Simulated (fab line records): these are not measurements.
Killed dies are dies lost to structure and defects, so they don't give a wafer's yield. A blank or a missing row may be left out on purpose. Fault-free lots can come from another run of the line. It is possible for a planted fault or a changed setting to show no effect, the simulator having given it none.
Which tool is to blame? ; flow gf180mcu ; Sampling: 24 lots, 72 wafers, 6 of 602 route steps

WHAT THE GAUGES SHOWED, per wafer
GF_SAB_CD_MEAS_09: target cd 420 nm.
lot;measured;on;cdNm (nm)
L074;day 15 11:33;cdSem-01;419.6 416.5 416.4
L075;day 15 13:29;cdSem-01;420.7 421.5 420.6
L076;day 15 22:44;cdSem-01;420.4 419.5 418.0
L077;day 15 23:31;cdSem-02;417.3 419.3 418.2
L078;day 16 23:25;cdSem-02;419.3 418.7 418.9
L079;day 17 05:04;cdSem-01;421.3 422.1 421.4
L080;day 17 14:52;cdSem-02;417.3 418.9 417.6
L081;day 18 05:43;cdSem-02;419.2 419.6 418.8
L082;day 18 14:08;cdSem-02;417.1 417.6 416.5
L083;day 18 18:41;cdSem-02;423.3 424.9 425.4
L084;day 19 03:43;cdSem-01;421.5 423.0 420.6
L085;day 19 12:50;cdSem-02;417.0 418.6 417.9
L086;day 19 18:50;cdSem-02;420.3 419.5 420.9
L087;day 19 20:47;cdSem-01;421.1 418.4 421.0
L089;day 20 13:11;cdSem-01;422.2 418.3 421.9
L088;day 20 15:49;cdSem-01;422.8 423.3 426.3
L090;day 20 21:55;cdSem-01;418.0 419.3 417.1
L091;day 21 06:31;cdSem-02;415.8 414.1 415.9
L092;day 21 09:36;cdSem-01;418.2 415.5 414.9
L093;day 21 14:40;cdSem-02;420.1 420.8 420.3
L094;day 22 02:17;cdSem-01;421.4 422.8 424.1
L095;day 22 13:11;cdSem-02;418.7 417.7 419.5
L096;day 22 17:19;cdSem-01;422.9 421.5 423.0
L097;day 23 02:02;cdSem-01;418.8 419.2 417.6

GF_M4_CD_MEAS_14: target cd 280 nm.
lot;measured;on;cdNm (nm)
L074;day 23 17:10;cdSem-02;279.3 279.7 278.7
L075;day 23 21:37;cdSem-02;280.3 280.4 280.2
L076;day 24 06:13;cdSem-01;280.5 280.5 280.1
L077;day 24 06:31;cdSem-02;279.0 280.6 280.1
L078;day 25 04:44;cdSem-02;280.5 281.6 280.2
L079;day 25 10:07;cdSem-02;280.7 280.3 280.0
L080;day 25 20:13;cdSem-02;279.9 281.3 280.2
L081;day 26 10:58;cdSem-02;282.3 283.5 282.9
L082;day 26 17:17;cdSem-01;279.6 279.5 280.1
L083;day 26 20:53;cdSem-02;280.5 279.8 281.7
L084;day 27 04:50;cdSem-01;277.0 278.5 278.8
L085;day 27 12:31;cdSem-01;279.3 279.8 279.5
L086;day 27 18:46;cdSem-02;279.9 279.3 280.7
L087;day 27 22:27;cdSem-02;280.2 281.8 280.0
L089;day 28 09:25;cdSem-01;281.0 281.5 280.3
L088;day 28 11:44;cdSem-01;279.1 279.4 278.4
L090;day 28 16:52;cdSem-01;281.6 281.4 281.6
L091;day 28 23:56;cdSem-01;283.3 282.3 282.3
L092;day 29 03:08;cdSem-01;280.6 281.2 280.1
L093;day 29 05:02;cdSem-01;280.9 282.0 281.2
L094;day 29 15:31;cdSem-02;279.0 279.7 279.4
L095;day 29 23:19;cdSem-01;278.8 279.9 280.0
L096;day 30 03:52;cdSem-02;278.9 279.8 279.0
L097;day 30 10:03;cdSem-01;277.2 278.2 278.6

WHICH TOOL RAN EACH LOT (tool, then ch and the chambers of the sampled wafers, then the start)
lot;GF_M3_SPUTTER_03;GF_V3_CVD_23;GF_M4_SPUTTER_01;GF_M4_SPUTTER_04
L074;pvdSputter-02, day 20 14:22;cvdW-02 ch 0,1, day 22 16:37;pvdSputter-03, day 22 17:17;pvdSputter-03, day 22 17:22
L075;pvdSputter-02, day 20 17:55;cvdW-01 ch 0,1, day 22 20:51;pvdSputter-01, day 22 21:31;pvdSputter-01, day 22 21:35
L076;pvdSputter-03, day 21 04:37;cvdW-01 ch 0,1, day 23 06:15;pvdSputter-02, day 23 06:56;pvdSputter-02, day 23 07:02
L077;pvdSputter-02, day 21 04:55;cvdW-02 ch 0,1, day 23 06:36;pvdSputter-01, day 23 07:17;pvdSputter-01, day 23 07:23
L078;pvdSputter-03, day 22 05:49;cvdW-02 ch 0,1, day 24 06:50;pvdSputter-02, day 24 07:31;pvdSputter-02, day 24 07:36
L079;pvdSputter-03, day 22 11:49;cvdW-01 ch 0,1, day 24 11:57;pvdSputter-03, day 24 12:38;pvdSputter-03, day 24 12:43
L080;pvdSputter-03, day 22 22:36;cvdW-01 ch 0,1, day 24 21:58;pvdSputter-01, day 24 22:40;pvdSputter-01, day 24 22:44
L081;pvdSputter-02, day 23 14:42;cvdW-02 ch 0,1, day 25 13:19;pvdSputter-02, day 25 14:01;pvdSputter-02, day 25 14:05
L082;pvdSputter-04, day 23 22:58;cvdW-02 ch 0,1, day 25 20:01;pvdSputter-02, day 25 20:43;pvdSputter-02, day 25 20:47
L083;pvdSputter-02, day 24 02:07;cvdW-02 ch 0,1, day 25 23:33;pvdSputter-02, day 26 00:14;pvdSputter-02, day 26 00:19
L084;pvdSputter-04, day 24 11:26;cvdW-02 ch 1, day 26 07:20;pvdSputter-03, day 26 08:09;pvdSputter-03, day 26 08:14
L085;pvdSputter-03, day 24 19:40;cvdW-02 ch 0,1, day 26 15:41;pvdSputter-02, day 26 16:23;pvdSputter-02, day 26 16:28
L086;pvdSputter-02, day 25 01:06;cvdW-02 ch 0,1, day 26 21:40;pvdSputter-02, day 26 22:20;pvdSputter-02, day 26 22:25
L087;pvdSputter-04, day 25 05:28;cvdW-02 ch 0,1, day 27 01:34;pvdSputter-01, day 27 02:14;pvdSputter-01, day 27 02:19
L089;pvdSputter-02, day 25 18:05;cvdW-01 ch 0,1, day 27 13:04;pvdSputter-03, day 27 13:45;pvdSputter-03, day 27 13:50
L088;pvdSputter-03, day 25 20:45;cvdW-01 ch 0,1, day 27 15:28;pvdSputter-03, day 27 16:10;pvdSputter-03, day 27 16:15
L090;pvdSputter-04, day 26 02:05;cvdW-01 ch 0,1, day 27 20:30;pvdSputter-01, day 27 21:12;pvdSputter-01, day 27 21:17
L091;pvdSputter-04, day 26 08:16;cvdW-02 ch 0,1, day 28 03:38;pvdSputter-03, day 28 04:40;pvdSputter-03, day 28 04:44
L092;pvdSputter-03, day 26 12:34;cvdW-02 ch 0,1, day 28 07:19;pvdSputter-02, day 28 08:03;pvdSputter-02, day 28 08:08
L093;pvdSputter-02, day 26 14:14;cvdW-02 ch 0,1, day 28 09:10;pvdSputter-02, day 28 09:51;pvdSputter-02, day 28 09:56
L094;pvdSputter-04, day 27 02:10;cvdW-01 ch 0,1, day 28 19:56;pvdSputter-03, day 28 20:44;pvdSputter-03, day 28 20:49
L095;pvdSputter-02, day 27 11:13;cvdW-01 ch 1, day 29 03:49;pvdSputter-02, day 29 04:31;pvdSputter-02, day 29 04:36
L096;pvdSputter-03, day 27 15:20;cvdW-01 ch 0,1, day 29 08:25;pvdSputter-03, day 29 09:04;pvdSputter-03, day 29 09:09
L097;pvdSputter-02, day 27 21:03;cvdW-02 ch 0,1, day 29 14:52;pvdSputter-03, day 29 15:33;pvdSputter-03, day 29 15:38
- GF_M3_SPUTTER_03: material Ti, target thk 10 nm, time 6.7 s.
- GF_V3_CVD_23: deposits W, target thk 350 nm, time 104.9 s.
- GF_M4_SPUTTER_01: material TiN, target thk 30 nm, time 25 s.
- GF_M4_SPUTTER_04: material TiN, target thk 50 nm, time 41.7 s.

WHAT THE TOOLS THEMSELVES READ (means of the sampled wafers that have a number; where no wafer has one, the mark that the record gives instead)
GF_M3_SPUTTER_03.
lot;tool;chamberPressurePa (Pa);throttleValvePct (%)
L074;pvdSputter-02;0.3000;28.4
L075;pvdSputter-02;0.2992;29.8
L076;pvdSputter-03;0.2999;28.8
L077;pvdSputter-02;0.3001;29.2
L078;pvdSputter-03;0.2998;29.9
L079;pvdSputter-03;0.2997;30.5
L080;pvdSputter-03;0.2996;31.8
L081;pvdSputter-02;0.3000;29.5
L082;pvdSputter-04;0.2996;29.5
L083;pvdSputter-02;0.3000;29.0
L084;pvdSputter-04;0.2999;29.4
L085;pvdSputter-03;0.3006;29.3
L086;pvdSputter-02;0.3004;29.2
L087;pvdSputter-04;0.3001;30.0
L089;pvdSputter-02;0.3001;29.8
L088;pvdSputter-03;0.3000;29.8
L090;pvdSputter-04;0.3000;29.0
L091;pvdSputter-04;0.2996;29.4
L092;pvdSputter-03;0.3002;31.2
L093;pvdSputter-02;0.3002;29.4
L094;pvdSputter-04;0.2996;28.9
L095;pvdSputter-02;0.3003;29.5
L096;pvdSputter-03;0.3004;29.4
L097;pvdSputter-02;0.2999;28.8

GF_V3_CVD_23.
lot;tool;heaterPowerW (W);susceptorTempC (C)
L074;cvdW-02;755;400.19
L075;cvdW-01;898;399.99
L076;cvdW-01;877;399.89
L077;cvdW-02;774;400.15
L078;cvdW-02;766;399.82
L079;cvdW-01;890;399.90
L080;cvdW-01;889;399.92
L081;cvdW-02;772;400.18
L082;cvdW-02;747;399.76
L083;cvdW-02;764;399.97
L084;cvdW-02;773;399.90
L085;cvdW-02;763;399.86
L086;cvdW-02;761;399.75
L087;cvdW-02;748;400.12
L089;cvdW-01;896;399.80
L088;cvdW-01;877;400.00
L090;cvdW-01;887;400.12
L091;cvdW-02;770;399.85
L092;cvdW-02;772;399.89
L093;cvdW-02;770;399.87
L094;cvdW-01;893;399.88
L095;cvdW-01;923;400.19
L096;cvdW-01;901;399.87
L097;cvdW-02;768;400.08

GF_M4_SPUTTER_01.
lot;tool;chamberPressurePa (Pa);throttleValvePct (%)
L074;pvdSputter-03;0.4009;31.1
L075;pvdSputter-01;0.3996;30.0
L076;pvdSputter-02;0.4000;29.3
L077;pvdSputter-01;0.4002;29.7
L078;pvdSputter-02;0.3997;28.9
L079;pvdSputter-03;0.4000;30.5
L080;pvdSputter-01;0.4002;29.5
L081;pvdSputter-02;0.4002;29.5
L082;pvdSputter-02;0.3994;29.2
L083;pvdSputter-02;0.3999;29.1
L084;pvdSputter-03;0.3999;30.5
L085;pvdSputter-02;0.3998;29.1
L086;pvdSputter-02;0.4005;28.7
L087;pvdSputter-01;0.4001;29.9
L089;pvdSputter-03;0.4001;30.4
L088;pvdSputter-03;0.4005;31.4
L090;pvdSputter-01;0.3999;29.2
L091;pvdSputter-03;0.4001;30.4
L092;pvdSputter-02;0.4000;29.6
L093;pvdSputter-02;0.4002;29.5
L094;pvdSputter-03;0.3999;31.7
L095;pvdSputter-02;0.3998;28.8
L096;pvdSputter-03;0.3998;29.6
L097;pvdSputter-03;0.4001;30.3

GF_M4_SPUTTER_04.
lot;tool;chamberPressurePa (Pa);throttleValvePct (%)
L074;pvdSputter-03;0.4003;31.2
L075;pvdSputter-01;0.3995;30.1
L076;pvdSputter-02;0.3994;29.1
L077;pvdSputter-01;0.4004;29.7
L078;pvdSputter-02;0.4005;28.9
L079;pvdSputter-03;0.4006;30.6
L080;pvdSputter-01;0.4000;29.5
L081;pvdSputter-02;0.4009;29.5
L082;pvdSputter-02;0.4002;29.4
L083;pvdSputter-02;0.3999;28.9
L084;pvdSputter-03;0.4006;30.6
L085;pvdSputter-02;0.3996;29.3
L086;pvdSputter-02;0.3990;28.8
L087;pvdSputter-01;0.4006;30.0
L089;pvdSputter-03;0.4005;30.2
L088;pvdSputter-03;0.3991;31.3
L090;pvdSputter-01;0.3999;29.3
L091;pvdSputter-03;0.3995;30.5
L092;pvdSputter-02;0.4005;29.5
L093;pvdSputter-02;0.3996;29.5
L094;pvdSputter-03;0.3996;31.8
L095;pvdSputter-02;0.4002;28.7
L096;pvdSputter-03;0.3998;29.6
L097;pvdSputter-03;0.4004;30.2

THE ANSWER, worked out from the rows above alone
Rule: the lots themselves supply what counts as usual. The widest of any qualifying gaps counts: lots, ordered by their means at a reading, are off when they make up no more than a third of the lots, leave a main group of 4 or more, and stand apart from it by 3 or more times the standard deviation of that group's means. The tables above print the reading to a certain number of digits; a main group whose means all agree to those digits is not used. Also off: a lot with no number at a reading for which 4 or more lots have one. All remaining lots with rows at the step are treated as sound. First the gauges in route order, then the tools' own readings, where a lot's mean is used as printed above. At the first step where some lot is off, the reading lying furthest off is the one used; lots without a number count as furthest.
None of the lots is off at any reading shown; this tells nothing.

WHAT HAD BEEN PUT IN BY THE SIMULATOR
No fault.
